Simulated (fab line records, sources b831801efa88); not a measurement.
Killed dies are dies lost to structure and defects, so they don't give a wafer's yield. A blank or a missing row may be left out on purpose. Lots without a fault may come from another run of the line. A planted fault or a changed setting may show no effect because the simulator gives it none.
fab line records | flow sky130
record lots=5 wafers=15 last_day=50
route steps=708 shown PWDE@55 NWELL@56 VT_ADJUST_HVTP@85 VT_ADJUST_LVTN@97
lots that met no fault: from a run of the same line without faults
start_h: hours from the record's first day to the start of the lot's first wafer shown | wait_h: hours since the lot's step before | " the same as in the row above | L1.1+2: a row that stands for several wafers | - no value, or no start given | * or withheld: withheld | < > ~ a bound
route shown NAME@n: a module of which the file shows steps, and the number in the route of the first | usual: mean/standard deviation of fault-free wafers | same: alike in all rows | chamber/n: place in a boat | sites: the reading at each site | _std_site: their standard deviation | _edge_site: outer sites' mean less inner sites' | radius_mm: how far each site lies from the wafer's centre | mask NAME#n: copy n | behind: the tool/chamber that last shaped the wafer | hold: why the lot was held/for how many hours/how that ended | device: the transistor (n, p or np) that didn't switch | end of line: the same wafers' tests at the end of the route | a step without rows: its recipe alone | killed: dies lost to structure and defects at the first sort, not the wafer's yield | map: a wafer's dies, x killed, . not, _ none there
set.NAME: the setting as run; set.NAME@STEP: as run at that earlier step | model.NAME: the simulator's own value behind a step, which no gauge read
lots at some steps of the route; a table a step, a row a wafer
services: from which hour (start_h, from the record's first day; less than 0 if before it) a tool's chamber was out of use, for how many hours, and why
## steps
# step SKY_PWDE_TW_MEAS_10
# usual PWDE_TW=372.2/2.2
# columns lot.wafer tool chamber start_h wait_h PWDE_TW
L082.1 film_metro-02 - 112.84 0.1 370.8
L082.3 " - " " 369.2
L082.4 " - " " 371.8
L086.3 film_metro-03 - 135.55 0.1 373.3
L086.4 " - " " 375.5
L086.5 " - " " 373.6
L088.1 film_metro-01 - 149.21 0.1 373.3
L088.2 " - " " 372.7
L088.4 " - " " 370.7
L091.3 film_metro-01 - 165.21 0.1 370.6
L091.4 " - " " 373.0
L091.5 " - " " 372.5
L097.1 film_metro-01 - 198.04 0.1 370.3
L097.5 " - " " 373.7
L097.6 " - " " 371.6
# step SKY_NWELL_DEHYDRATE_03
# recipe temp_c=200 time_s=60
# columns lot.wafer tool chamber start_h wait_h
L082.1+3+4 litho_track-02 0 121.40 8.5
L086.3+4+5 litho_track-02 0 143.65 8.1
L088.1+2+4 litho_track-04 0 158.67 9.5
L091.3+4+5 litho_track-02 0 175.40 10.2
L097.1+5+6 litho_track-02 0 208.05 10.0
# step SKY_NWELL_HMDS_04
# recipe prime_time_s=60 prime_temp_c=120
# columns lot.wafer tool chamber start_h wait_h
L082.1+3+4 litho_track-02 0 121.55 0.1
L086.3+4+5 litho_track-02 0 143.80 0.1
L088.1+2+4 litho_track-04 0 158.82 0.1
L091.3+4+5 litho_track-02 0 175.55 0.1
L097.1+5+6 litho_track-02 0 208.20 0.1
# step SKY_NWELL_COAT_05
# recipe spin_rpm=2000 resist_thk_nm=3000
# columns lot.wafer tool chamber start_h wait_h
L082.1+3+4 litho_track-02 0 121.70 0.1
L086.3+4+5 litho_track-02 0 143.95 0.1
L088.1+2+4 litho_track-04 0 158.97 0.1
L091.3+4+5 litho_track-02 0 175.70 0.1
L097.1+5+6 litho_track-02 0 208.35 0.1
# step SKY_NWELL_SOFTBAKE_06
# recipe temp_c=110 time_s=withheld
# columns lot.wafer tool chamber start_h wait_h
L082.1+3+4 litho_track-02 0 121.85 0.1
L086.3+4+5 litho_track-02 0 144.11 0.1
L088.1+2+4 litho_track-04 0 159.12 0.1
L091.3+4+5 litho_track-02 0 175.86 0.1
L097.1+5+6 litho_track-02 0 208.50 0.1
# step SKY_NWELL_EXPOSE_07
# recipe mask_id=NWM na=0.6 source_shape=conventional sigma_outer=0.6 polarization=unpolarized target_cd_nm=840 dose_mj=255
# usual focus_offset_nm=0.0/0.51
# columns lot.wafer tool chamber start_h wait_h mask focus_offset_nm
L082.1 iline_stepper-01 0 - - NWM#0 -0.5
L082.3 " 0 " " NWM#0 -0.5
L082.4 " 0 " " NWM#0 0.2
L086.3 iline_stepper-01 0 - - NWM#0 -0.3
L086.4 " 0 " " NWM#0 -0.4
L086.5 " 0 " " NWM#0 0.5
L088.1 iline_stepper-02 0 - - NWM#0 -0.7
L088.2 " 0 " " NWM#0 -0.2
L088.4 " 0 " " NWM#0 -0.4
L091.3 iline_stepper-01 0 - - NWM#0 -0.3
L091.4 " 0 " " NWM#0 0.4
L091.5 " 0 " " NWM#0 0.3
L097.1 iline_stepper-01 0 - - NWM#0 1.0
L097.5 " 0 " " NWM#0 0.6
L097.6 " 0 " " NWM#0 0.6
# step SKY_NWELL_PEB_08
# recipe temp_c=115 time_s=withheld
# columns lot.wafer tool chamber start_h wait_h
L082.1+3+4 litho_track-02 0 - -
L086.3+4+5 litho_track-02 0 - -
L088.1+2+4 litho_track-02 0 - -
L091.3+4+5 litho_track-02 0 - -
L097.1+5+6 litho_track-04 0 - -
# step SKY_NWELL_DEVELOP_09
# recipe wall_angle_deg=90 developer=TMAH develop_time_s=60 dev_temp_c=23
# same develop_time_s=60
# columns lot.wafer tool chamber start_h wait_h
L082.1+3+4 litho_track-02 0 - -
L086.3+4+5 litho_track-02 0 - -
L088.1+2+4 litho_track-02 0 - -
L091.3+4+5 litho_track-02 0 - -
L097.1+5+6 litho_track-04 0 - -
# step SKY_NWELL_OVL_MEAS_10
# usual NWELL_00_OVL=0.6/1.2
# columns lot.wafer tool chamber start_h wait_h NWELL_00_OVL[nm]
L082.1 overlay-02 - 131.50 - -0.6
L082.3 " - " " -1.3
L082.4 " - " " -0.7
L086.3 overlay-01 - 154.06 - 0.6
L086.4 " - " " 1.4
L086.5 " - " " 0.6
L088.1 overlay-01 - 168.50 - 2.7
L088.2 " - " " 1.4
L088.4 " - " " -0.3
L091.3 overlay-01 - 186.01 - 0.8
L091.4 " - " " 1.5
L091.5 " - " " 1.3
L097.1 overlay-02 - 220.22 - 0.5
L097.5 " - " " 0.2
L097.6 " - " " -0.1
# step SKY_NWELL_IMPLANT_11
# recipe species=P energy_kev=400 dose_cm2=1.9e+13 tilt_deg=withheld
# columns lot.wafer tool chamber start_h wait_h
L082.1+3+4 implanter-04 0 131.53 0.0
L086.3+4+5 implanter-04 0 154.13 0.1
L088.1+2+4 implanter-04 0 168.53 0.0
L091.3+4+5 implanter-03 0 186.08 0.1
L097.1+5+6 implanter-03 0 220.26 0.0
# step SKY_NWELL_IMPLANT_12
# recipe species=P energy_kev=120 dose_cm2=1.3e+12 tilt_deg=withheld
# columns lot.wafer tool chamber start_h wait_h
L082.1+3+4 implanter-04 0 131.68 0.1
L086.3+4+5 implanter-04 0 154.28 0.1
L088.1+2+4 implanter-04 0 168.68 0.1
L091.3+4+5 implanter-03 0 186.23 0.1
L097.1+5+6 implanter-03 0 220.41 0.1
# step SKY_NWELL_IMPLANT_13
# recipe species=P energy_kev=50 dose_cm2=7e+11 tilt_deg=withheld
# columns lot.wafer tool chamber start_h wait_h
L082.1+3+4 implanter-04 0 131.83 0.1
L086.3+4+5 implanter-04 0 154.43 0.1
L088.1+2+4 implanter-04 0 168.83 0.1
L091.3+4+5 implanter-03 0 186.38 0.1
L097.1+5+6 implanter-03 0 220.56 0.1
# step SKY_NWELL_STRIP_14
# recipe chemistry=O2/N2 power_w=1400 pressure_mtorr=1500 platen_temp_c=withheld o2_flow_sccm=3000 n2_flow_sccm=300 overash_fraction=0.5
# usual drypump_motor_current_A=5.8/0.56 o2_flow_sccm=2998/9.3 oes_product_au=0.723/0.0048 strip_time_to_endpoint_s=36.93/0.1
# columns lot.wafer tool chamber start_h wait_h drypump_motor_current_A o2_flow_sccm oes_product_au rf_hours_counter_h strip_time_to_endpoint_s
L082.1 plasma_asher-03 1 131.98 0.1 5.9 3004 0.723 45 36.92
L082.3 " 1 " " 5.9 2997 0.717 - 36.98
L082.4 " 0 " " 6.0 2994 0.725 - 37.05
L086.3 plasma_asher-01 0 154.57 0.1 4.9 2982 0.724 - 37.00
L086.4 " 1 " " 6.1 3008 0.726 - 37.01
L086.5 " 0 " " 4.9 2981 0.727 - 36.94
L088.1 plasma_asher-01 0 168.98 0.1 4.9 2995 0.714 35 37.16
L088.2 " 1 " " 6.1 3004 0.727 35 37.12
L088.4 " 1 " " 6.1 2996 0.728 - 37.08
L091.3 plasma_asher-01 0 186.52 0.1 4.9 2986 0.733 - 36.96
L091.4 " 1 " " 6.1 2997 0.729 - 36.93
L091.5 " 0 " " 4.9 2988 0.722 - 36.87
L097.1 plasma_asher-04 0 220.71 0.1 6.6 2994 0.717 10 36.99
L097.5 " 1 " " 5.3 3005 0.724 - 36.95
L097.6 " 0 " " 6.6 2999 0.725 - 37.02
# step SKY_NWELL_TW_MEAS_15
# usual NWELL_TW=1810/9.6
# columns lot.wafer tool chamber start_h wait_h NWELL_TW
L082.1 film_metro-01 - 132.08 0.1 1803
L082.3 " - " " 1819
L082.4 " - " " 1824
L086.3 film_metro-03 - 154.65 0.1 1823
L086.4 " - " " 1823
L086.5 " - " " 1816
L088.1 film_metro-01 - 169.08 0.1 1805
L088.2 " - " " 1815
L088.4 " - " " 1804
L091.3 film_metro-03 - 186.60 0.1 1812
L091.4 " - " " 1818
L091.5 " - " " 1805
L097.1 film_metro-01 - 220.81 0.1 1814
L097.5 " - " " 1816
L097.6 " - " " 1811
# step SKY_NWELL_DEHYDRATE_16
# recipe temp_c=200 time_s=60
# columns lot.wafer tool chamber start_h wait_h
L082.1+3+4 litho_track-04 0 141.27 9.2
L086.3+4+5 litho_track-04 0 163.27 8.6
L088.1+2+4 litho_track-02 0 179.25 10.2
L091.3+4+5 litho_track-02 0 196.90 10.3
L097.1+5+6 litho_track-02 0 230.95 10.1
# step SKY_NWELL_HMDS_17
# recipe prime_time_s=60 prime_temp_c=120
# columns lot.wafer tool chamber start_h wait_h
L082.1+3+4 litho_track-04 0 141.42 0.1
L086.3+4+5 litho_track-04 0 163.42 0.1
L088.1+2+4 litho_track-02 0 179.40 0.1
L091.3+4+5 litho_track-02 0 197.05 0.1
L097.1+5+6 litho_track-02 0 231.10 0.1
# step SKY_NWELL_COAT_18
# recipe spin_rpm=2000 resist_thk_nm=3000
# columns lot.wafer tool chamber start_h wait_h
L082.1+3+4 litho_track-04 0 141.57 0.1
L086.3+4+5 litho_track-04 0 163.57 0.1
L088.1+2+4 litho_track-02 0 179.55 0.1
L091.3+4+5 litho_track-02 0 197.20 0.1
L097.1+5+6 litho_track-02 0 231.25 0.1
# step SKY_NWELL_SOFTBAKE_19
# recipe temp_c=110 time_s=withheld
# columns lot.wafer tool chamber start_h wait_h
L082.1+3+4 litho_track-04 0 141.72 0.1
L086.3+4+5 litho_track-04 0 163.74 0.1
L088.1+2+4 litho_track-02 0 179.70 0.1
L091.3+4+5 litho_track-02 0 197.36 0.1
L097.1+5+6 litho_track-02 0 231.40 0.1
# step SKY_NWELL_EXPOSE_20
# recipe mask_id=NWM_COMPLEMENT na=0.6 source_shape=conventional sigma_outer=0.6 polarization=unpolarized target_cd_nm=840 dose_mj=260
# usual focus_offset_nm=0.1/0.62
# columns lot.wafer tool chamber start_h wait_h mask focus_offset_nm
L082.1 iline_stepper-02 0 - - NWM_COMPLEMENT#0 -0.3
L082.3 " 0 " " NWM_COMPLEMENT#0 -0.4
L082.4 " 0 " " NWM_COMPLEMENT#0 -0.3
L086.3 iline_stepper-02 0 - - NWM_COMPLEMENT#0 1.3
L086.4 " 0 " " NWM_COMPLEMENT#0 0.8
L086.5 " 0 " " NWM_COMPLEMENT#0 0.7
L088.1 iline_stepper-02 0 - - NWM_COMPLEMENT#0 -0.3
L088.2 " 0 " " NWM_COMPLEMENT#0 -0.7
L088.4 " 0 " " NWM_COMPLEMENT#0 -0.5
L091.3 iline_stepper-02 0 - - NWM_COMPLEMENT#0 -0.6
L091.4 " 0 " " NWM_COMPLEMENT#0 0.9
L091.5 " 0 " " NWM_COMPLEMENT#0 -0.4
L097.1 iline_stepper-02 0 - - NWM_COMPLEMENT#0 1.2
L097.5 " 0 " " NWM_COMPLEMENT#0 0.7
L097.6 " 0 " " NWM_COMPLEMENT#0 1.1
# step SKY_NWELL_PEB_21
# recipe temp_c=115 time_s=withheld
# columns lot.wafer tool chamber start_h wait_h
L082.1+3+4 litho_track-02 0 - -
L086.3+4+5 litho_track-03 0 - -
L088.1+2+4 litho_track-04 0 - -
L091.3+4+5 litho_track-02 0 - -
L097.1+5+6 litho_track-02 0 - -
# step SKY_NWELL_DEVELOP_22
# recipe wall_angle_deg=90 developer=TMAH develop_time_s=60 dev_temp_c=23
# same develop_time_s=60
# columns lot.wafer tool chamber start_h wait_h
L082.1+3+4 litho_track-02 0 - -
L086.3+4+5 litho_track-03 0 - -
L088.1+2+4 litho_track-04 0 - -
L091.3+4+5 litho_track-02 0 - -
L097.1+5+6 litho_track-02 0 - -
# step SKY_NWELL_OVL_MEAS_23
# usual NWELL_01_OVL=0.3/1.2
# columns lot.wafer tool chamber start_h wait_h NWELL_01_OVL[nm]
L082.1 overlay-01 - 152.06 - 1.6
L082.3 " - " " 0.3
L082.4 " - " " 0.6
L086.3 overlay-01 - 174.02 - 2.8
L086.4 " - " " 0.6
L086.5 " - " " 1.5
L088.1 overlay-02 - 190.32 - -1.5
L088.2 " - " " -1.3
L088.4 " - " " 2.0
L091.3 overlay-01 - 208.06 - -0.4
L091.4 " - " " 0.3
L091.5 " - " " -1.0
L097.1 overlay-01 - 244.15 - 2.3
L097.5 " - " " 2.3
L097.6 " - " " 1.1
# step SKY_NWELL_IMPLANT_24
# recipe species=B energy_kev=141.8 dose_cm2=9.2e+12 tilt_deg=withheld
# columns lot.wafer tool chamber start_h wait_h
L082.1+3+4 implanter-04 0 152.10 0.0
L086.3+4+5 implanter-02 0 174.09 0.1
L088.1+2+4 implanter-02 0 190.36 0.0
L091.3+4+5 implanter-02 0 208.13 0.1
L097.1+5+6 implanter-03 0 244.18 0.0
# step SKY_NWELL_STRIP_25
# recipe chemistry=O2/N2 power_w=1400 pressure_mtorr=1500 platen_temp_c=withheld o2_flow_sccm=3000 n2_flow_sccm=300 overash_fraction=0.5
# usual drypump_motor_current_A=5.8/0.55 o2_flow_sccm=3000/9.6 oes_product_au=0.722/0.0044 strip_time_to_endpoint_s=36.95/0.12
# columns lot.wafer tool chamber start_h wait_h drypump_motor_current_A o2_flow_sccm oes_product_au rf_hours_counter_h strip_time_to_endpoint_s
L082.1 plasma_asher-04 1 152.25 0.1 5.3 2981 0.722 3 37.11
L082.3 " 1 " " 5.2 2987 0.718 - 37.10
L082.4 " 0 " " 6.6 2994 0.724 - 37.11
L086.3 plasma_asher-04 1 174.22 0.1 5.3 2994 0.726 - 36.93
L086.4 " 0 " " 6.6 2996 0.720 - 36.95
L086.5 " 1 " " 5.3 2990 0.720 - 36.89
L088.1 plasma_asher-04 1 190.51 0.1 5.3 2995 0.722 7 36.85
L088.2 " 0 " " 6.6 2996 0.721 7 36.98
L088.4 " 0 " " 6.6 3002 0.715 - 37.03
L091.3 plasma_asher-03 0 208.27 0.1 6.0 2990 0.719 - 36.89
L091.4 " 1 " " 5.9 3000 0.723 - 36.87
L091.5 " 0 " " 6.0 3007 0.722 - 36.89
L097.1 plasma_asher-04 1 244.33 0.1 5.3 3003 0.721 12 36.92
L097.5 " 1 " " 5.3 2976 0.723 - 36.94
L097.6 " 0 " " 6.6 2996 0.730 - 37.04
# step SKY_NWELL_TW_MEAS_26
# usual NWELL_2_TW=493.9/2.3
# columns lot.wafer tool chamber start_h wait_h NWELL_2_TW
L082.1 film_metro-03 - 152.35 0.1 494.3
L082.3 " - " " 499.8
L082.4 " - " " 497.6
L086.3 film_metro-02 - 174.31 0.1 495.0
L086.4 " - " " 494.9
L086.5 " - " " 494.3
L088.1 film_metro-01 - 190.61 0.1 495.0
L088.2 " - " " 497.5
L088.4 " - " " 494.8
L091.3 film_metro-02 - 208.35 0.1 495.1
L091.4 " - " " 491.1
L091.5 " - " " 493.8
L097.1 film_metro-01 - 244.43 0.1 496.9
L097.5 " - " " 494.4
L097.6 " - " " 496.6
# step SKY_NWELL_CLEAN_27
# recipe chemistry=SC1/SC2 mix=1:4:20 temp_c=70 time_s=150 dry=n2_spin
# usual bath_heat_duty_pct=14.1/1.4
# columns lot.wafer tool chamber start_h wait_h bath_heat_duty_pct
L082.1 wet_bench-04 0 152.41 0.1 15.9
L082.3 " 0 " " 16.2
L082.4 " 0 " " 15.2
L086.3 wet_bench-01 1 174.35 0.0 14.6
L086.4 " 1 " " 14.6
L086.5 " 1 " " 13.0
L088.1 wet_bench-04 0 190.67 0.1 16.2
L088.2 " 0 " " 15.4
L088.4 " 0 " " 16.3
L091.3 wet_bench-02 1 208.39 0.0 13.3
L091.4 " 1 " " 12.6
L091.5 " 1 " " 13.2
L097.1 wet_bench-01 3 244.49 0.1 16.5
L097.5 " 3 " " 16.0
L097.6 " 3 " " 16.5
# step SKY_NWELL_RTA_28
# recipe temp_c=1050 time_s=30 idle_temp_c=650 ramp_up_c_per_s=150 ramp_down_c_per_s=90 ambient=N2
# usual chamber_o2_ppm=2.000/0.022 lamp_power_pct=25.31/0.047 wafer_temp_C_max=1054.9/1
# columns lot.wafer tool chamber start_h wait_h chamber_o2_ppm lamp_power_pct wafer_temp_C_max
L082.1 rtp_anneal-01 0 152.46 0.0 2.027 25.33 1055.8
L082.3 " 0 " " 2.010 25.28 1056.3
L082.4 " 0 " " 2.063 25.31 1054.5
L086.3 rtp_anneal-02 0 174.43 0.0 2.015 25.26 1055.7
L086.4 " 0 " " 2.012 25.29 1054.7
L086.5 " 0 " " 2.013 25.34 1054.3
L088.1 rtp_anneal-01 0 190.73 0.0 2.031 25.25 1054.2
L088.2 " 0 " " 1.983 25.20 1055.9
L088.4 " 0 " " 2.015 25.28 1057.5
L091.3 rtp_anneal-01 0 208.53 0.0 1.975 25.27 1054.5
L091.4 " 0 " " 1.979 25.34 1054.8
L091.5 " 0 " " 1.990 25.37 1054.1
L097.1 rtp_anneal-01 0 244.54 0.0 1.989 25.30 1055.0
L097.5 " 0 " " 1.977 25.34 1054.8
L097.6 " 0 " " 1.979 25.33 1053.0
# step SKY_NWELL_RS_MEAS_29
# recipe thk_meas_gauge=four-point-probe
# usual NWELL_RS=623.8/1.6
# columns lot.wafer tool chamber start_h wait_h NWELL_RS[ohm/sq]
L082.1 film_metro-02 - 152.56 0.1 624.2
L082.3 " - " " 624.8
L082.4 " - " " 622.0
L086.3 film_metro-01 - 174.54 0.1 624.0
L086.4 " - " " 622.4
L086.5 " - " " 623.4
L088.1 film_metro-03 - 190.83 0.1 622.0
L088.2 " - " " 621.3
L088.4 " - " " 622.9
L091.3 film_metro-01 - 208.63 0.1 627.0
L091.4 " - " " 627.2
L091.5 " - " " 626.7
L097.1 film_metro-01 - 244.74 0.2 625.2
L097.5 " - " " 625.4
L097.6 " - " " 624.6
# step SKY_NWELL_RS_MEAS_31
# recipe thk_meas_gauge=four-point-probe
# usual PWDE_RS=5272/15
# columns lot.wafer tool chamber start_h wait_h PWDE_RS[ohm/sq]
L082.1 film_metro-02 - 152.80 0.1 5250
L082.3 " - " " 5281
L082.4 " - " " 5257
L086.3 film_metro-01 - 174.78 0.1 5262
L086.4 " - " " 5264
L086.5 " - " " 5276
L088.1 film_metro-03 - 191.07 0.1 5258
L088.2 " - " " 5253
L088.4 " - " " 5282
L091.3 film_metro-01 - 208.87 0.1 5278
L091.4 " - " " 5263
L091.5 " - " " 5283
L097.1 film_metro-01 - 244.98 0.1 5298
L097.5 " - " " 5294
L097.6 " - " " 5298
# step SKY_VT_ADJUST_HVTP_DEHYDRATE_00
# recipe temp_c=200 time_s=60
# columns lot.wafer tool chamber start_h wait_h
L082.1+3+4 litho_track-01 0 161.92 9.1
L086.3+4+5 litho_track-01 0 184.07 9.3
L088.1+2+4 litho_track-02 0 201.65 10.6
L091.3+4+5 litho_track-01 0 219.97 11.1
L097.1+5+6 litho_track-02 0 256.30 11.3
# step SKY_VT_ADJUST_HVTP_HMDS_01
# recipe prime_time_s=60 prime_temp_c=120
# columns lot.wafer tool chamber start_h wait_h
L082.1+3+4 litho_track-01 0 162.07 0.1
L086.3+4+5 litho_track-01 0 184.22 0.1
L088.1+2+4 litho_track-02 0 201.80 0.1
L091.3+4+5 litho_track-01 0 220.12 0.1
L097.1+5+6 litho_track-02 0 256.45 0.1
# step SKY_VT_ADJUST_HVTP_COAT_02
# recipe resist=NOVOLAK spin_rpm=3000 resist_thk_nm=1140
# columns lot.wafer tool chamber start_h wait_h
L082.1+3+4 litho_track-01 0 162.22 0.1
L086.3+4+5 litho_track-01 0 184.37 0.1
L088.1+2+4 litho_track-02 0 201.95 0.1
L091.3+4+5 litho_track-01 0 220.27 0.1
L097.1+5+6 litho_track-02 0 256.60 0.1
# step SKY_VT_ADJUST_HVTP_SOFTBAKE_03
# recipe temp_c=90 time_s=60 resist=NOVOLAK
# columns lot.wafer tool chamber start_h wait_h
L082.1+3+4 litho_track-01 0 162.37 0.1
L086.3+4+5 litho_track-01 0 184.52 0.1
L088.1+2+4 litho_track-02 0 202.10 0.1
L091.3+4+5 litho_track-01 0 220.42 0.1
L097.1+5+6 litho_track-02 0 256.75 0.1
# step SKY_VT_ADJUST_HVTP_EXPOSE_04
# recipe mask_id=HVTPM na=0.6 source_shape=conventional sigma_outer=0.6 polarization=unpolarized target_cd_nm=380 dose_mj=140
# usual focus_offset_nm=0.1/0.52
# columns lot.wafer tool chamber start_h wait_h mask focus_offset_nm
L082.1 iline_stepper-01 0 - - HVTPM#0 0.5
L082.3 " 0 " " HVTPM#0 -0.5
L082.4 " 0 " " HVTPM#0 0.8
L086.3 iline_stepper-01 0 - - HVTPM#0 0.7
L086.4 " 0 " " HVTPM#0 0.5
L086.5 " 0 " " HVTPM#0 -0.3
L088.1 iline_stepper-01 0 - - HVTPM#0 0.9
L088.2 " 0 " " HVTPM#0 0.3
L088.4 " 0 " " HVTPM#0 1.3
L091.3 iline_stepper-01 0 - - HVTPM#0 0.0
L091.4 " 0 " " HVTPM#0 -0.1
L091.5 " 0 " " HVTPM#0 -0.1
L097.1 iline_stepper-01 0 - - HVTPM#0 0.5
L097.5 " 0 " " HVTPM#0 0.8
L097.6 " 0 " " HVTPM#0 0.6
# step SKY_VT_ADJUST_HVTP_PEB_05
# recipe temp_c=withheld time_s=* resist=NOVOLAK
# columns lot.wafer tool chamber start_h wait_h
L082.1+3+4 litho_track-04 0 - -
L086.3+4+5 litho_track-02 0 - -
L088.1+2+4 litho_track-02 0 - -
L091.3+4+5 litho_track-01 0 - -
L097.1+5+6 litho_track-02 0 - -
# step SKY_VT_ADJUST_HVTP_DEVELOP_06
# recipe resist=NOVOLAK developer=TMAH develop_time_s=60 dev_temp_c=23
# same develop_time_s=60
# columns lot.wafer tool chamber start_h wait_h
L082.1+3+4 litho_track-04 0 172.67 0.1
L086.3+4+5 litho_track-02 0 195.45 0.1
L088.1+2+4 litho_track-02 0 212.30 0.1
L091.3+4+5 litho_track-01 0 231.07 0.1
L097.1+5+6 litho_track-02 0 268.50 0.1
# step SKY_VT_ADJUST_HVTP_CD_MEAS_07
# recipe target_cd_nm=380
# usual cd_nm=381/3.2
# columns lot.wafer tool chamber start_h wait_h cd_nm
L082.1 cd_sem-02 - 172.82 0.1 386
L082.3 " - " " 388
L082.4 " - " " 386
L086.3 cd_sem-01 - 195.59 0.1 379
L086.4 " - " " 382
L086.5 " - " " 383
L088.1 cd_sem-01 - 212.45 0.1 386
L088.2 " - " " 383
L088.4 " - " " 382
L091.3 cd_sem-02 - 231.21 0.1 383
L091.4 " - " " 384
L091.5 " - " " 382
L097.1 cd_sem-01 - 268.65 0.1 379
L097.5 " - " " 376
L097.6 " - " " 380
# step SKY_VT_ADJUST_HVTP_OVL_MEAS_08
# usual VT_ADJUST_HVTP_OVL=-0.7/1.4
# columns lot.wafer tool chamber start_h wait_h VT_ADJUST_HVTP_OVL[nm]
L082.1 overlay-01 - 172.94 0.1 -0.8
L082.3 " - " " -2.2
L082.4 " - " " -1.4
L086.3 overlay-02 - 195.68 0.1 -2.5
L086.4 " - " " -2.6
L086.5 " - " " -0.4
L088.1 overlay-02 - 212.57 0.1 -0.1
L088.2 " - " " -2.1
L088.4 " - " " -2.2
L091.3 overlay-01 - 231.30 0.1 -0.7
L091.4 " - " " -1.4
L091.5 " - " " -1.5
L097.1 overlay-02 - 268.77 0.1 0.0
L097.5 " - " " -1.2
L097.6 " - " " -1.2
# step SKY_VT_ADJUST_HVTP_IMPLANT_09
# recipe species=As energy_kev=150 dose_cm2=4.3e+12 tilt_deg=withheld
# columns lot.wafer tool chamber start_h wait_h
L082.1+3+4 implanter-01 0 172.98 0.0
L086.3+4+5 implanter-03 0 195.75 0.1
L088.1+2+4 implanter-04 0 212.60 0.0
L091.3+4+5 implanter-04 0 231.37 0.1
L097.1+5+6 implanter-01 0 268.80 0.0
# step SKY_VT_ADJUST_HVTP_STRIP_10
# recipe chemistry=O2/N2 power_w=1400 pressure_mtorr=1451 platen_temp_c=withheld o2_flow_sccm=3000 n2_flow_sccm=300 overash_fraction=0.5
# usual drypump_motor_current_A=5.8/0.58 o2_flow_sccm=2999/8.2 oes_product_au=0.711/0.0042 strip_time_to_endpoint_s=14.30/0.044
# columns lot.wafer tool chamber start_h wait_h drypump_motor_current_A o2_flow_sccm oes_product_au rf_hours_counter_h strip_time_to_endpoint_s
L082.1 plasma_asher-04 1 173.13 0.1 5.3 2989 0.706 5 14.30
L082.3 " 1 " " 5.3 3003 0.707 - 14.27
L082.4 " 0 " " 6.6 2989 0.712 - 14.30
L086.3 plasma_asher-04 1 195.89 0.1 5.2 3006 0.714 - 14.26
L086.4 " 0 " " 6.6 2982 0.716 - 14.27
L086.5 " 0 " " 6.6 2990 0.703 - 14.25
L088.1 plasma_asher-04 1 212.75 0.1 5.3 3005 0.712 9 14.26
L088.2 " 0 " " 6.6 3008 0.709 9 14.28
L088.4 " 0 " " 6.6 2998 0.705 - 14.25
L091.3 plasma_asher-02 1 231.51 0.1 5.5 3000 0.713 - 14.26
L091.4 " 0 " " 4.9 2999 0.714 - 14.25
L091.5 " 0 " " 4.9 3004 0.710 - 14.27
L097.1 plasma_asher-03 0 268.95 0.1 6.0 2989 0.707 60 14.33
L097.5 " 0 " " 6.0 2999 0.710 - 14.28
L097.6 " 1 " " 5.9 2990 0.714 - 14.33
# step SKY_VT_ADJUST_HVTP_TW_MEAS_11
# usual VT_ADJUST_HVTP_TW=1357/12
# columns lot.wafer tool chamber start_h wait_h VT_ADJUST_HVTP_TW
L082.1 film_metro-04 - 173.23 0.1 1368
L082.3 " - " " 1366
L082.4 " - " " 1371
L086.3 film_metro-02 - 195.97 0.1 1339
L086.4 " - " " 1342
L086.5 " - " " 1346
L088.1 film_metro-01 - 212.85 0.1 1355
L088.2 " - " " 1354
L088.4 " - " " 1358
L091.3 film_metro-01 - 231.59 0.1 1350
L091.4 " - " " 1346
L091.5 " - " " 1349
L097.1 film_metro-04 - 269.05 0.1 1379
L097.5 " - " " 1379
L097.6 " - " " 1370
# step SKY_VT_ADJUST_LVTN_DEHYDRATE_00
# recipe temp_c=200 time_s=60
# columns lot.wafer tool chamber start_h wait_h
L082.1+3+4 litho_track-03 0 182.45 9.2
L086.3+4+5 litho_track-01 0 206.32 10.3
L088.1+2+4 litho_track-01 0 223.87 11.0
L091.3+4+5 litho_track-03 0 243.35 11.7
L097.1+5+6 litho_track-04 0 281.22 12.2
# step SKY_VT_ADJUST_LVTN_HMDS_01
# recipe prime_time_s=60 prime_temp_c=120
# columns lot.wafer tool chamber start_h wait_h
L082.1+3+4 litho_track-03 0 182.60 0.1
L086.3+4+5 litho_track-01 0 206.47 0.1
L088.1+2+4 litho_track-01 0 224.02 0.1
L091.3+4+5 litho_track-03 0 243.50 0.1
L097.1+5+6 litho_track-04 0 281.37 0.1
# step SKY_VT_ADJUST_LVTN_COAT_02
# recipe spin_rpm=2000 resist_thk_nm=3000
# columns lot.wafer tool chamber start_h wait_h
L082.1+3+4 litho_track-03 0 182.75 0.1
L086.3+4+5 litho_track-01 0 206.62 0.1
L088.1+2+4 litho_track-01 0 224.17 0.1
L091.3+4+5 litho_track-03 0 243.65 0.1
L097.1+5+6 litho_track-04 0 281.52 0.1
# step SKY_VT_ADJUST_LVTN_SOFTBAKE_03
# recipe temp_c=110 time_s=withheld
# columns lot.wafer tool chamber start_h wait_h
L082.1+3+4 litho_track-03 0 182.90 0.1
L086.3+4+5 litho_track-01 0 206.79 0.1
L088.1+2+4 litho_track-01 0 224.32 0.1
L091.3+4+5 litho_track-03 0 243.82 0.1
L097.1+5+6 litho_track-04 0 281.67 0.1
## services
# columns tool chamber start_h hours kind
plasma_asher-01 - 103.12 1.1 repair
plasma_asher-04 - 108.75 9.0 pm
plasma_asher-04 0 108.75 9.0 vent_cycle
plasma_asher-04 1 108.75 9.0 vent_cycle
iline_stepper-01 - 122.43 4.4 pm
implanter-03 - 125.80 2.1 repair
implanter-02 - 131.90 4.4 repair
implanter-01 - 141.38 0.7 repair
implanter-03 - 144.02 5.3 repair
implanter-02 - 153.17 4.1 pm
implanter-02 - 157.46 3.2 repair
implanter-04 - 158.72 5.2 repair
implanter-03 - 161.68 6.2 repair
implanter-03 - 167.90 4.4 pm
implanter-04 - 177.65 13.3 repair
litho_track-03 - 184.73 - consumable_replace:filter
rtp_anneal-02 - 188.25 12.9 pm
iline_stepper-01 - 194.78 1.7 pm
implanter-02 - 211.78 0.7 repair
plasma_asher-02 - 215.61 13.1 repair
iline_stepper-01 0 219.06 - calibration
implanter-04 - 234.96 0.9 repair
implanter-04 - 251.95 5.5 repair
iline_stepper-02 - 279.05 1.7 pm
## key
fault none
